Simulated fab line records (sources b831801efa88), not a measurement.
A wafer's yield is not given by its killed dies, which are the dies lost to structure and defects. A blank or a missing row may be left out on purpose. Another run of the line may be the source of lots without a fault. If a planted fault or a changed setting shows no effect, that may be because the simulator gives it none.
Comparing a struck lot with a sound one | flow sky130 | 15 out of 708 route steps
Sound: these wafers, L457.1, L457.2, L457.4. Struck: wafer L464.5; the same lot's L464.4 was not struck, so it is left out; see the end for the cause.
Each step with rows lists, per side, the tool, then ch with its chambers, then its first start. Under that, the readings that differ: sound wafers | struck wafers | difference of the means | sigmas: that difference in standard deviations of wafers without a fault.
alike: words and numbers the same on both sides, and readings whose means are apart by under 2 such deviations; not compared: readings that were withheld, readings missing a value for some wafer, numbers with overlapping values and no deviation given by the record, and bounds like >300 which may hide the same value.
A row with sigmas, a row that says differs or no value, or rows on one side alone: a step with any of these is where the two part. When numbers do not overlap yet have no deviation, they are printed without sigmas and do not part them. Lack of a reading on every wafer of one side parts them only where that side has two or more wafers.

first, 3 steps without rows for these wafers: SKY_PASSIVATION_EXPOSE_08 (exposes mask NSM, target cd 3000 nm); SKY_PASSIVATION_PEB_09; SKY_PASSIVATION_DEVELOP_10 (develop time 60 s).
SKY_PASSIVATION_ETCH_11: etches the open film in CF4/O2, stops on AlCu, target depth 725 nm, time 161.1 s.
  sound on rie_diel-04 ch 1,2,3, day 48 21:50; struck on rie_diel-03 ch 3, day 50 09:40
  reading                     | sound             | struck | difference | sigmas
  drypump_motor_current_A (A) | 6.5 6.0 6.7       | 4.9    | -1.5       | -3
  oes_product_au (a.u.)       | 0.974 0.968 0.977 | 0.986  | +0.013     | +2
  alike: throttle_valve_pct
  not compared: rf_hours_counter_h
SKY_PASSIVATION_STRIP_12: strips in O2/N2.
  sound on plasma_asher-03 ch 0,1, day 48 21:57; struck on plasma_asher-03 ch 0, day 50 09:46
  alike: drypump_motor_current_A, oes_product_au, strip_time_to_endpoint_s
  not compared: rf_hours_counter_h
then, 7 steps without rows for these wafers: SKY_PAD_OPEN_DEHYDRATE_00 (time 60 s); SKY_PAD_OPEN_HMDS_01 (prime time 60 s); SKY_PAD_OPEN_COAT_02 (resist thk 3000 nm); SKY_PAD_OPEN_SOFTBAKE_03; SKY_PAD_OPEN_EXPOSE_04 (exposes mask PDM, target cd 60000 nm); SKY_PAD_OPEN_PEB_05; SKY_PAD_OPEN_DEVELOP_06 (develop time 60 s).
SKY_PAD_OPEN_ETCH_07: etches the open film in CF4/O2, stops on AlCu, target depth 725 nm, time 161.1 s.
  sound on rie_diel-03 ch 0,2,3, day 49 16:10; struck on rie_diel-03 ch 0, day 51 02:31
  reading                              | sound             | struck | difference | sigmas
  oes_product_au (a.u.)                | 0.970 0.965 0.967 | 0.799  | -0.168     | -27
  throttle_valve_pct (%)               | 5.956 5.960 5.970 | 5.907  | -0.055     | -6
  model.etch.depth_nm (nm)             | 688.9 686.7 703   | 488.8  | -204.1     |
  model.PAD_OPEN.feature_depth_nm (nm) | 688.9 686.7 703   | 488.8  | -204.1     |
  alike: drypump_motor_current_A
  not compared: rf_hours_counter_h
SKY_PAD_OPEN_STRIP_08: strips in O2/N2.
  sound on plasma_asher-03 ch 0,1, day 49 16:17; struck on plasma_asher-03 ch 0, day 51 02:40
  alike: drypump_motor_current_A, oes_product_au
  not compared: rf_hours_counter_h
SKY_PAD_OPEN_PROBE_99:
  sound on prober-02, day 49 18:29; struck on prober-02, day 51 05:05
  reading                                     | sound             | struck | difference | sigmas
  defect_limited_yield (%)                    | 83.9 83.1 82.7    | 0      | -83        | -46
  killed_at_M0_to_M3                          | 26 48 40          | 53     | +15        | +2
  killed_at_front_end                         | 15 14 26          | 9      | -9         | -2
  killed_at_other                             | 1 1 0             | 395    | +394       | +99 or more
  killed_dies                                 | 79 83 85          | 492    | +410       | +46
  killed_on_rim                               | 11 14 18          | 96     | +82        | +23
  sort_bin_5_function (%)                     | 9.8 10.6 10.8     | 91.7   | +81.3      | +58
  sort_n_pass                                 | 413 409 407       | 0      | -410       | -46
  sort_yield_pct (%)                          | 83.9 83.1 82.7    | 0      | -83        | -46
  model.etest.tester.sort_n_pass              | 413 409 407       | 0      | -410       |
  model.etest.tester.sort_yield_pct (%)       | 83.94 83.13 82.72 | 0      | -83        |
  model.etest.tester.sort_bin_5_pct (%)       | 9.756 10.57 10.77 | 91.67  | +81.30     |
  model.etest.met1_comb.under_floor           | 0 0 0             | 1      | +1         |
  model.etest.diode_ndiff_fingers.under_floor | 0 0 0             | 1      | +1         |
  model.etest.cap_ono.open                    | 0 0 0             | 1      | +1         |
  model.etest.cap_thin_oxide.open             | 0 0 0             | 1      | +1         |
  model.etest.met3.open                       | 0 0 0             | 1      | +1         |
  alike: killed_at_M4_up, killed_at_contacts, killed_open, killed_short, sort_bin_3_pad_short, sort_bin_6_memory

== WHERE THEY PART ==
First at SKY_PASSIVATION_ETCH_11; last, within this record, at SKY_PAD_OPEN_PROBE_99.

WHY: whatever the simulator had introduced
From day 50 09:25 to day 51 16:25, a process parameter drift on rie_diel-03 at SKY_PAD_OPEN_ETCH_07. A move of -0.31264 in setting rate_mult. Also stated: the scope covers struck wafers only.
